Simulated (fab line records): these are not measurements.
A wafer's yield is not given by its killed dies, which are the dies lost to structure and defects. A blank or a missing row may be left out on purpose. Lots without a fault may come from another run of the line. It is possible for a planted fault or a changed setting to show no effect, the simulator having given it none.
Matching of chambers    flow sky130    4 sister chambers for SKY_FIELD_ISO_ETCH_14 on rie-diel-04
The step etches BARC in N2/H2, stops on SiO2, time 45.9 s, target depth 60 nm. 20 wafers are shown with their chamber, then 10 later ones without.

== WAFERS, EACH WITH ITS CHAMBER ==
wafer   chamber  oes-product-au (a.u.)  throttle-valve-pct (%)
L074.1  1        0.870                  13.210
L074.2  2        0.857                  13.221
L074.3  0        0.854                  13.229
L074.4  3        0.861                  13.224
L074.5  1        0.861                  13.237
L074.6  2        0.856                  13.229
L080.4  0        0.856                  13.241
L080.5  3        0.853                  13.218
L080.6  0        0.857                  13.224
L082.1  0        0.853                  13.230
L082.3  2        0.860                  13.216
L082.6  3        0.854                  13.217
L083.1  2        0.854                  13.222
L083.2  3        0.851                  13.214
L083.6  3        0.855                  13.229
L088.2  0        0.845                  13.221
L088.3  2        0.837                  13.241
L088.5  2        0.854                  13.220
L089.1  0        0.858                  13.237
L089.2  1        0.857                  13.219

SIGNATURES (means of the wafers above)
reading             chamber 0  chamber 1  chamber 2  chamber 3  scatter within a chamber
oes-product-au      0.85383    0.86267    0.85300    0.85480    0.00606
throttle-valve-pct  13.23033   13.22200   13.22483   13.22040   0.00871
Rule: a wafer lies at a distance from a chamber equal to the root of the sum of squares, over the readings, of (its reading less the chamber's mean, divided by the reading's scatter). If the next closest chamber is less than 2 further off than the closest, the wafer can't be placed; otherwise it belongs to the closest. The scatter is the square root of a quotient: the sum, over the shown wafers, of each reading's squared deviation from its chamber's mean, divided by wafers minus chambers.

== WAFERS WHOSE CHAMBER IS MISSING ==
wafer   oes-product-au (a.u.)  throttle-valve-pct (%)
L089.6  0.860                  13.223
L090.1  0.854                  13.232
L090.3  0.855                  13.226
L090.6  0.851                  13.226
L092.2  0.853                  13.241
L092.3  0.845                  13.221
L092.5  0.857                  13.223
L093.1  0.853                  13.213
L093.2  0.851                  13.223
L093.3  0.862                  13.219

== CHAMBER TAKEN BY EACH ==
wafer   from the rows above                in truth
L089.6  can't be placed: 1 or 3 or 2 or 0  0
L090.1  can't be placed: 0 or 2 or 3 or 1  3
L090.3  can't be placed: 2 or 0 or 3 or 1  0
L090.6  can't be placed: 2 or 0 or 3 or 1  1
L092.2  can't be placed: 0 or 2 or 3 or 1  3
L092.3  can't be placed: 2 or 3 or 0 or 1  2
L092.5  can't be placed: 3 or 2 or 1 or 0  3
L093.1  can't be placed: 3 or 2 or 1 or 0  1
L093.2  can't be placed: 2 or 3 or 0 or 1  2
L093.3  can't be placed: 1 or 3 or 2 or 0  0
0 of 10 placed correctly. Can't be placed from these rows: 10 (the true chamber is among the candidates in 10). Number placed wrongly: 0.
